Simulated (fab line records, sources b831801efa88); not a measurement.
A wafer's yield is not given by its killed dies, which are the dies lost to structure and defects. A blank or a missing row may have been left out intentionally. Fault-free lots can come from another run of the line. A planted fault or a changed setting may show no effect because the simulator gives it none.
Which tool is to blame? :: flow sky130 :: 12 lots, 36 wafers sampled, at 5 steps of a route of 708

WHAT EACH GAUGE READ, for each wafer
SKY_CAP2M_THK_MEAS_01.
lot: L748
measured: day 40 03:46
on: filmMetro-01
CAP2M_CVD_00_THK (nm): 14.95 15.29 15.64

lot: L751
measured: day 41 10:51
on: filmMetro-04
CAP2M_CVD_00_THK (nm): 15.23 15.53 15.86

lot: L753
measured: day 41 23:15
on: filmMetro-03
CAP2M_CVD_00_THK (nm): 15.36 15.25 15.45

lot: L754
measured: day 42 10:21
on: filmMetro-01
CAP2M_CVD_00_THK (nm): 14.98 15.08 15.86

lot: L755
measured: day 42 14:46
on: filmMetro-01
CAP2M_CVD_00_THK (nm): 15.49 15.31 15.33

lot: L756
measured: day 43 10:07
on: filmMetro-04
CAP2M_CVD_00_THK (nm): 14.72 15.85 14.99

lot: L758
measured: day 43 16:15
on: filmMetro-03
CAP2M_CVD_00_THK (nm): 15.15 15.85 15.25

lot: L764
measured: day 44 20:58
on: filmMetro-03
CAP2M_CVD_00_THK (nm): 14.89 15.92 15.15

lot: L765
measured: day 45 04:04
on: filmMetro-03
CAP2M_CVD_00_THK (nm): 15.46 15.44 15.66

lot: L766
measured: day 45 06:17
on: filmMetro-04
CAP2M_CVD_00_THK (nm): 15.38 15.51 15.64

lot: L769
measured: day 46 04:27
on: filmMetro-04
CAP2M_CVD_00_THK (nm): 15.33 14.92 15.41

lot: L770
measured: day 46 11:27
on: filmMetro-03
CAP2M_CVD_00_THK (nm): 15.55 15.58 15.64

SKY_VIA4_THK_MEAS_01.
lot: L748
measured: day 42 07:25
on: filmMetro-02
VIA4_HDPCVD_THK (nm): 1752 1773 1780

lot: L751
measured: day 43 12:28
on: filmMetro-04
VIA4_HDPCVD_THK (nm): 1736 1752 1740

lot: L753
measured: day 44 00:24
on: filmMetro-02
VIA4_HDPCVD_THK (nm): 1758 1775 1769

lot: L754
measured: day 44 08:43
on: filmMetro-04
VIA4_HDPCVD_THK (nm): 1771 1773 1756

lot: L755
measured: day 44 14:50
on: filmMetro-01
VIA4_HDPCVD_THK (nm): 1762 1802 1778

lot: L756
measured: day 45 07:49
on: filmMetro-02
VIA4_HDPCVD_THK (nm): 1764 1765 1728

lot: L758
measured: day 45 14:25
on: filmMetro-04
VIA4_HDPCVD_THK (nm): 1765 1787 1768

lot: L764
measured: day 46 17:59
on: filmMetro-04
VIA4_HDPCVD_THK (nm): 579 593 573 579 594 573

lot: L765
measured: day 46 23:59
on: filmMetro-02
VIA4_HDPCVD_THK (nm): 570 581 591 569 580 592

lot: L766
measured: day 47 02:19
on: filmMetro-02
VIA4_HDPCVD_THK (nm): 1794 1773 1768

lot: L769
measured: day 47 23:43
on: filmMetro-02
VIA4_HDPCVD_THK (nm): 1769 1749 1749

lot: L770
measured: day 48 05:35
on: filmMetro-01
VIA4_HDPCVD_THK (nm): 1751 1764 1742

WHAT TOOL EACH LOT RAN ON (gives the tool, then ch and the chambers of the sampled wafers, and finally the start)
lot: L748
SKY_METAL4_SPUTTER_02: pvdSputter-03, day 40 03:38
SKY_CAP2M_STRIP_14: plasmaAsher-02 ch 0,1, day 41 04:33
SKY_VIA4_HDPCVD_00: hdpcvd-01 ch 1,2, day 42 07:13

lot: L751
SKY_METAL4_SPUTTER_02: pvdSputter-03, day 41 10:42
SKY_CAP2M_STRIP_14: plasmaAsher-02 ch 0,1, day 42 11:01
SKY_VIA4_HDPCVD_00: hdpcvd-02 ch 0,1,2, day 43 12:16

lot: L753
SKY_METAL4_SPUTTER_02: pvdSputter-03, day 41 23:07
SKY_CAP2M_STRIP_14: plasmaAsher-02 ch 0,1, day 42 23:35
SKY_VIA4_HDPCVD_00: hdpcvd-01 ch 0,2, day 44 00:13

lot: L754
SKY_METAL4_SPUTTER_02: pvdSputter-04, day 42 10:14
SKY_CAP2M_STRIP_14: plasmaAsher-02 ch 0,1, day 43 09:07
SKY_VIA4_HDPCVD_00: hdpcvd-02 ch 0,1,2, day 44 08:32

lot: L755
SKY_METAL4_SPUTTER_02: pvdSputter-04, day 42 14:38
SKY_CAP2M_STRIP_14: plasmaAsher-02 ch 0,1, day 43 14:26
SKY_VIA4_HDPCVD_00: hdpcvd-02 ch 0,1,2, day 44 14:39

lot: L756
SKY_METAL4_SPUTTER_02: pvdSputter-03, day 43 09:59
SKY_CAP2M_STRIP_14: plasmaAsher-02 ch 0,1, day 44 08:22
SKY_VIA4_HDPCVD_00: hdpcvd-02 ch 0,1,2, day 45 07:38

lot: L758
SKY_METAL4_SPUTTER_02: pvdSputter-04, day 43 16:07
SKY_CAP2M_STRIP_14: plasmaAsher-01 ch 0,1, day 44 14:58
SKY_VIA4_HDPCVD_00: hdpcvd-01 ch 1,2, day 45 14:13

lot: L764
SKY_METAL4_SPUTTER_02: pvdSputter-01, day 44 20:50
SKY_CAP2M_STRIP_14: plasmaAsher-02 ch 0,1, day 45 19:11
SKY_VIA4_HDPCVD_00: hdpcvd-02 ch 1,2, day 46 17:47

lot: L765
SKY_METAL4_SPUTTER_02: pvdSputter-01, day 45 03:57
SKY_CAP2M_STRIP_14: plasmaAsher-02 ch 0,1, day 46 01:55
SKY_VIA4_HDPCVD_00: hdpcvd-02 ch 0,1,2, day 46 23:49

lot: L766
SKY_METAL4_SPUTTER_02: pvdSputter-03, day 45 06:09
SKY_CAP2M_STRIP_14: plasmaAsher-02 ch 0,1, day 46 03:40
SKY_VIA4_HDPCVD_00: hdpcvd-01 ch 0,1, day 47 02:08

lot: L769
SKY_METAL4_SPUTTER_02: pvdSputter-04, day 46 04:19
SKY_CAP2M_STRIP_14: plasmaAsher-02 ch 0,1, day 47 01:37
SKY_VIA4_HDPCVD_00: hdpcvd-01 ch 0,2, day 47 23:22

lot: L770
SKY_METAL4_SPUTTER_02: pvdSputter-04, day 46 11:17
SKY_CAP2M_STRIP_14: plasmaAsher-01 ch 0,1, day 47 08:29
SKY_VIA4_HDPCVD_00: hdpcvd-01 ch 1,2, day 48 05:23
- SKY_METAL4_SPUTTER_02: material AlCu, target thk 735 nm, time 39.1 s.
- SKY_CAP2M_STRIP_14: strips in O2/N2.
- SKY_VIA4_HDPCVD_00: deposits SiO2, target thk 1750 nm, time 291.7 s.

WHAT THE TOOLS THEMSELVES READ (means of the sampled wafers that have a number; where no wafer has one, the mark that the record gives instead)
SKY_METAL4_SPUTTER_02.
lot: L748
tool: pvdSputter-03
cathodeDcPowerW (W): 10600
throttleValvePct (%): 29.1

lot: L751
tool: pvdSputter-03
cathodeDcPowerW (W): 10601
throttleValvePct (%): 28.9

lot: L753
tool: pvdSputter-03
cathodeDcPowerW (W): 10599
throttleValvePct (%): 28.8

lot: L754
tool: pvdSputter-04
cathodeDcPowerW (W): 10601
throttleValvePct (%): 29.5

lot: L755
tool: pvdSputter-04
cathodeDcPowerW (W): 10600
throttleValvePct (%): 29.8

lot: L756
tool: pvdSputter-03
cathodeDcPowerW (W): 10602
throttleValvePct (%): 29.1

lot: L758
tool: pvdSputter-04
cathodeDcPowerW (W): 10599
throttleValvePct (%): 29.0

lot: L764
tool: pvdSputter-01
cathodeDcPowerW (W): 10599
throttleValvePct (%): 30.0

lot: L765
tool: pvdSputter-01
cathodeDcPowerW (W): 10602
throttleValvePct (%): 29.3

lot: L766
tool: pvdSputter-03
cathodeDcPowerW (W): 10603
throttleValvePct (%): 29.2

lot: L769
tool: pvdSputter-04
cathodeDcPowerW (W): 10601
throttleValvePct (%): 29.6

lot: L770
tool: pvdSputter-04
cathodeDcPowerW (W): 10598
throttleValvePct (%): 29.3

SKY_CAP2M_STRIP_14.
lot: L748
tool: plasmaAsher-02
drypumpMotorCurrentA (A): 5.4
n2FlowSccm (sccm): 300.0
o2FlowSccm (sccm): 2995
oesProductAu (a.u.): 0.707
stripTimeToEndpointS (s): 12.55

lot: L751
tool: plasmaAsher-02
drypumpMotorCurrentA (A): 5.8
n2FlowSccm (sccm): 299.1
o2FlowSccm (sccm): 3006
oesProductAu (a.u.): 0.713
stripTimeToEndpointS (s): 12.76

lot: L753
tool: plasmaAsher-02
drypumpMotorCurrentA (A): 5.5
n2FlowSccm (sccm): 300.2
o2FlowSccm (sccm): 2998
oesProductAu (a.u.): 0.712
stripTimeToEndpointS (s): 12.71

lot: L754
tool: plasmaAsher-02
drypumpMotorCurrentA (A): 5.8
n2FlowSccm (sccm): 300.2
o2FlowSccm (sccm): 3001
oesProductAu (a.u.): 0.714
stripTimeToEndpointS (s): 12.73

lot: L755
tool: plasmaAsher-02
drypumpMotorCurrentA (A): 5.8
n2FlowSccm (sccm): 301.0
o2FlowSccm (sccm): 2998
oesProductAu (a.u.): 0.714
stripTimeToEndpointS (s): 12.68

lot: L756
tool: plasmaAsher-02
drypumpMotorCurrentA (A): 5.8
n2FlowSccm (sccm): 300.5
o2FlowSccm (sccm): 3006
oesProductAu (a.u.): 0.712
stripTimeToEndpointS (s): 12.71

lot: L758
tool: plasmaAsher-01
drypumpMotorCurrentA (A): 5.8
n2FlowSccm (sccm): 300.8
o2FlowSccm (sccm): 3005
oesProductAu (a.u.): 0.711
stripTimeToEndpointS (s): 12.77

lot: L764
tool: plasmaAsher-02
drypumpMotorCurrentA (A): 5.5
n2FlowSccm (sccm): 299.0
o2FlowSccm (sccm): 2993
oesProductAu (a.u.): 0.708
stripTimeToEndpointS (s): 12.70

lot: L765
tool: plasmaAsher-02
drypumpMotorCurrentA (A): 5.8
n2FlowSccm (sccm): 299.2
o2FlowSccm (sccm): 3002
oesProductAu (a.u.): 0.712
stripTimeToEndpointS (s): 12.67

lot: L766
tool: plasmaAsher-02
drypumpMotorCurrentA (A): 5.5
n2FlowSccm (sccm): 300.0
o2FlowSccm (sccm): 3003
oesProductAu (a.u.): 0.712
stripTimeToEndpointS (s): 12.63

lot: L769
tool: plasmaAsher-02
drypumpMotorCurrentA (A): 5.4
n2FlowSccm (sccm): 299.7
o2FlowSccm (sccm): 3003
oesProductAu (a.u.): 0.705
stripTimeToEndpointS (s): 12.77

lot: L770
tool: plasmaAsher-01
drypumpMotorCurrentA (A): 5.6
n2FlowSccm (sccm): 299.5
o2FlowSccm (sccm): 3001
oesProductAu (a.u.): 0.707
stripTimeToEndpointS (s): 12.74

THE ANSWER, worked out from the rows above alone
Rule: what is usual is taken from the lots themselves. The widest of any qualifying gaps counts: lots, ordered by their means at a reading, are off when they make up no more than a third of the lots, leave a main group of 4 or more, and stand apart from it by 3 or more times the standard deviation of that group's means. A main group whose means are all the same, to the digits that the tables above print for the reading, isn't used. A lot without any number at a reading at which 4 lots or more have one is off too. Where the step has rows for the other lots, those lots are counted as sound. Order of review: gauges by route order, followed by the tools' own readings, for which a lot's mean as printed above is used. The first step at which some lot is off is used, and at that step the reading that is off furthest; a lot without a number counts as furthest.
Off: at SKY_VIA4_THK_MEAS_01 (VIA4_HDPCVD_THK), L764, L765. The main group: mean 1764 nm, standard deviation 12.
If a tool, at a process step before that reading, ran all the lots that are off and no sound lot after the first of them, it fits. The gauges at SKY_VIA4_THK_MEAS_01 are tried like those tools. This does not decide it: 2 tools fit, namely pvdSputter-01 at SKY_METAL4_SPUTTER_02 and hdpcvd-02 at SKY_VIA4_HDPCVD_00.

WHAT THE SIMULATOR HAD PUT IN
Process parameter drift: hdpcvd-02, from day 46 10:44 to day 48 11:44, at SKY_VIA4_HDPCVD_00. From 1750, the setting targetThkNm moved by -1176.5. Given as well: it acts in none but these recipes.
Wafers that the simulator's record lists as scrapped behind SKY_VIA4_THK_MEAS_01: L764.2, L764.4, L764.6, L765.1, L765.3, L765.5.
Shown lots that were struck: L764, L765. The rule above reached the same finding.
